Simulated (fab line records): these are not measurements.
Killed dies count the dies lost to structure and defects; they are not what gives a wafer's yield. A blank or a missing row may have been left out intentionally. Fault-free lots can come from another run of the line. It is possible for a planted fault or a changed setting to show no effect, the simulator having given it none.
A single fault, viewed from 2 desks || flow gf180mcu || each desk has only its own numbers; what lay behind them comes last

METROLOGY DESK
What the gauges read, lot by lot, whatever tool the lot ran on: means of the sampled wafers that have a number. If a lot's mean is further than 4 standard deviations from the usual mean, the lot is out of limits and carries the mark OUT (the distance appears in the brackets).
Columns: A = DNWELL_TW at GF_DNWELL_TW_MEAS_09, usual 1343; B = VT_IMPLANT_TW at GF_VT_IMPLANT_TW_MEAS_10, usual 561; C = VT_IMPLANT_02_OVL at GF_VT_IMPLANT_OVL_MEAS_29, usual -0.9 nm
{"lot": "L652", "first seen here": "day 2 18:34", "A": 1331, "B": 556, "C": 0.2}
{"lot": "L653", "first seen here": "day 2 22:50", "A": 1337, "B": 563, "C": -2.1}
{"lot": "L654", "first seen here": "day 3 05:08", "A": 1363, "B": 571, "C": 0.5}
{"lot": "L656", "first seen here": "day 3 15:39", "A": 1344, "B": 568, "C": -0.1}
{"lot": "L657", "first seen here": "day 3 20:07", "A": 1349, "B": 554, "C": -2.4}
{"lot": "L658", "first seen here": "day 4 02:24", "A": 1360, "B": 566, "C": -0.9}
{"lot": "L659", "first seen here": "day 4 07:50", "A": "1526 (+12) OUT", "B": 554, "C": 0.0}
{"lot": "L660", "first seen here": "day 4 12:58", "A": "1482 (+9.3) OUT", "B": 553, "C": -1.9}
{"lot": "L669", "first seen here": "day 6 12:34", "A": 1351, "B": 565, "C": -0.2}
{"lot": "L671", "first seen here": "day 6 23:43", "A": 1315, "B": 561, "C": -1.7}
{"lot": "L672", "first seen here": "day 7 04:28", "A": 1333, "B": 565, "C": -1.0}
{"lot": "L674", "first seen here": "day 7 15:31", "A": 1344, "B": 562, "C": 0.2}
{"lot": "L675", "first seen here": "day 7 21:36", "A": 1341, "B": 559, "C": -2.2}
This desk's finding: out of limits on L659, L660; first on L659, day 4 07:50 (DNWELL_TW at GF_DNWELL_TW_MEAS_09). L652, L653, L654, L656, L657, L658, L669, L671, L672, L674, L675: within limits.

THE TOOL OWNER'S DESK: implanter-02
The tool's own readings at GF_DNWELL_IMPLANT_07, given as means over the sampled wafers that have a number, one for each lot that went through this tool. If a lot's mean is further than 4 standard deviations from the usual mean, the lot is out of limits and carries the mark OUT (the distance appears in the brackets).
Columns: A = beam-on-s at GF_DNWELL_IMPLANT_07, usual 10.00 s; B = faraday-current-uA at GF_DNWELL_IMPLANT_07, usual 56.4
{"lot": "L657", "first seen here": "day 3 19:52", "A": 10.11, "B": 55.7}
{"lot": "L658", "first seen here": "day 4 02:11", "A": 9.95, "B": 56.8}
{"lot": "L659", "first seen here": "day 4 07:35", "A": "13.75 (+18) OUT", "B": "41.0 (-13) OUT"}
{"lot": "L660", "first seen here": "day 4 12:43", "A": "13.68 (+18) OUT", "B": "41.2 (-13) OUT"}
{"lot": "L674", "first seen here": "day 7 15:17", "A": 10.00, "B": 56.4}
{"lot": "L675", "first seen here": "day 7 21:24", "A": 10.08, "B": 56.0}
Finding of this desk: L659, L660 out of limits; the first was L659 at day 4 07:35, on beam-on-s at GF_DNWELL_IMPLANT_07. L657, L658, L674, L675: within limits.

BROUGHT TOGETHER
On L659, L660, at day 4 07:35, an alarm was possible from the tool owner's desk.
Metrology desk: alarm possible at day 4 07:50 on L659, L660.
Every lot named ran GF_DNWELL_IMPLANT_07 on implanter-02.

WHAT HAD BEEN PUT IN BY THE SIMULATOR
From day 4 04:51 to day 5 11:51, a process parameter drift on implanter-02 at GF_DNWELL_IMPLANT_07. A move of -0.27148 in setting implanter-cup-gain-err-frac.
Struck lots among those shown: L659, L660.
Hours from the fault's start to each desk's first reading out of limits: the tool owner's desk, 3; the metrology desk, 3.
